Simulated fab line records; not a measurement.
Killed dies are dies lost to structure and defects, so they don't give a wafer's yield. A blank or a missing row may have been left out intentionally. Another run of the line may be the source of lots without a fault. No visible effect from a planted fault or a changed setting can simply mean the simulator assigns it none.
The tool behind it: which one?	flow sky130	42 wafers from 14 lots sampled at 4 of the route's 708 steps

## WHAT EACH GAUGE READ, for each wafer
SKY_POLY_CUT_OVL_MEAS_09.
lot	measured	on	POLY_CUT_OVL (nm)
L828	day 23 22:10	overlay-02	-3 -2 -1
L830	day 25 20:25	overlay-02	6 -4 2
L831	day 25 21:07	overlay-01	-9 -8 -5
L833	day 25 23:46	overlay-02	2 0 6
L837	day 27 11:53	overlay-01	-7 -3 -7
L838	day 27 17:25	overlay-01	-1 1 -3
L839	day 28 03:04	overlay-01	-6 -1 -5
L840	day 28 08:14	overlay-02	9 13 3
L841	day 28 19:35	overlay-02	-1 0 1
L843	day 29 14:14	overlay-02	6 4 8
L846	day 30 08:19	overlay-01	-11 -6 -4
L849	day 31 13:01	overlay-02	2 3 -2
L851	day 33 03:29	overlay-01	-3 -4 -10
L850	day 33 04:47	overlay-01	0 -8 3

SKY_METAL2_RS_MEAS_05: measurement is done with a four-point probe.
lot	measured	on	METAL2_ALCU_RS (ohm/sq)
L828	day 33 15:57	film metro-01	0.1265 0.1260 0.1257
L830	day 35 09:12	film metro-03	0.1274 0.1271 0.1262
L831	day 35 12:33	film metro-03	0.1271 0.1267 0.1288
L833	day 35 13:30	film metro-01	0.1281 0.1280 0.1286
L837	day 36 21:26	film metro-04	0.1279 0.1282 0.1276
L838	day 37 02:05	film metro-01	0.1285 0.1272 0.1285
L839	day 37 13:01	film metro-03	0.1264 0.1268 0.1275
L840	day 37 15:19	film metro-03	0.1277 0.1279 0.1269
L841	day 38 05:20	film metro-03	0.1284 0.1283 0.1286
L843	day 38 20:25	film metro-04	0.1260 0.1260 0.1253
L846	day 39 12:59	film metro-01	0.1266 0.1281 0.1262
L851	day 42 00:05	film metro-03	0.1274 0.1275 0.1253

## TOOL THAT RAN EACH LOT (tool first, then ch and the chambers of the sampled wafers, then the start)
lot	SKY_CONTACT_PEB_12	SKY_METAL2_SPUTTER_01
L828	litho track-03 ch 0, day 31 04:00	pvd sputter-03, day 33 15:47
L830	litho track-03 ch 0, day 33 00:00	pvd sputter-01, day 35 09:05
L831	litho track-03 ch 0, day 33 02:00	pvd sputter-01, day 35 12:26
L833	litho track-03 ch 0, day 33 03:00	pvd sputter-04, day 35 13:23
L837	litho track-04 ch 0, day 34 11:00	pvd sputter-01, day 36 21:17
L838	litho track-02 ch 0, day 34 16:00	pvd sputter-01, day 37 01:57
L839	litho track-04 ch 0, day 35 02:00	pvd sputter-01, day 37 12:53
L840	litho track-02 ch 0, day 35 05:00	pvd sputter-03, day 37 15:11
L841	litho track-03 ch 0, day 35 19:00	pvd sputter-01, day 38 05:12
L843	litho track-03 ch 0, day 36 11:00	pvd sputter-01, day 38 20:16
L846	litho track-03 ch 0, day 37 05:00	pvd sputter-03, day 39 12:50
L849	litho track-04, day 38 07:00	-
L851	litho track-04 ch 0, day 39 18:00	pvd sputter-01, day 41 23:57
L850	litho track-04, day 39 20:00	-
- SKY_CONTACT_PEB_12
- SKY_METAL2_SPUTTER_01: material TiN, target thk 20 nm, time 16.7 s.

## WHAT THE TOOLS THEMSELVES READ (means of the sampled wafers that have a number; where no wafer has one, the mark that the record gives instead)
SKY_CONTACT_PEB_12.
lot	tool	exhaust pa (Pa)
L828	litho track-03	45.4
L830	litho track-03	45.0
L831	litho track-03	45.2
L833	litho track-03	44.7
L837	litho track-04	45.4
L838	litho track-02	45.0
L839	litho track-04	44.4
L840	litho track-02	45.1
L841	litho track-03	45.5
L843	litho track-03	44.3
L846	litho track-03	45.6
L849	litho track-04	-
L851	litho track-04	44.0
L850	litho track-04	-

SKY_METAL2_SPUTTER_01.
lot	tool	throttle valve pct (%)
L828	pvd sputter-03	29.2
L830	pvd sputter-01	31.1
L831	pvd sputter-01	31.1
L833	pvd sputter-04	30.5
L837	pvd sputter-01	31.0
L838	pvd sputter-01	30.9
L839	pvd sputter-01	30.8
L840	pvd sputter-03	29.6
L841	pvd sputter-01	31.0
L843	pvd sputter-01	30.8
L846	pvd sputter-03	29.1
L851	pvd sputter-01	31.1

## THE ANSWER, worked out from the rows above alone
Rule: the usual values come from the lots themselves. The widest of any qualifying gaps counts: lots, ordered by their means at a reading, are off when they make up no more than a third of the lots, leave a main group of 4 or more, and stand apart from it by 3 or more times the standard deviation of that group's means. A main group whose means are all the same, to the digits that the tables above print for the reading, isn't used. A lot without any number at a reading at which 4 lots or more have one is off too. All remaining lots with rows at the step are treated as sound. After the gauges, taken in route order, come the tools' own readings; for these a lot's mean is taken, as printed above. At the first step where some lot is off, the reading lying furthest off is the one used; lots without a number count as furthest.
Off: L849, L850, at SKY_CONTACT_PEB_12 (exhaust pa). Without a number there: L849, L850. The main group has a mean of 45.0 Pa with a standard deviation of 0.49.
A tool fits if, at that step or a process step before it, it ran every lot that is off, and no sound lot after the first of them. No candidate that was tried fits.

## WHAT THE SIMULATOR PUT IN
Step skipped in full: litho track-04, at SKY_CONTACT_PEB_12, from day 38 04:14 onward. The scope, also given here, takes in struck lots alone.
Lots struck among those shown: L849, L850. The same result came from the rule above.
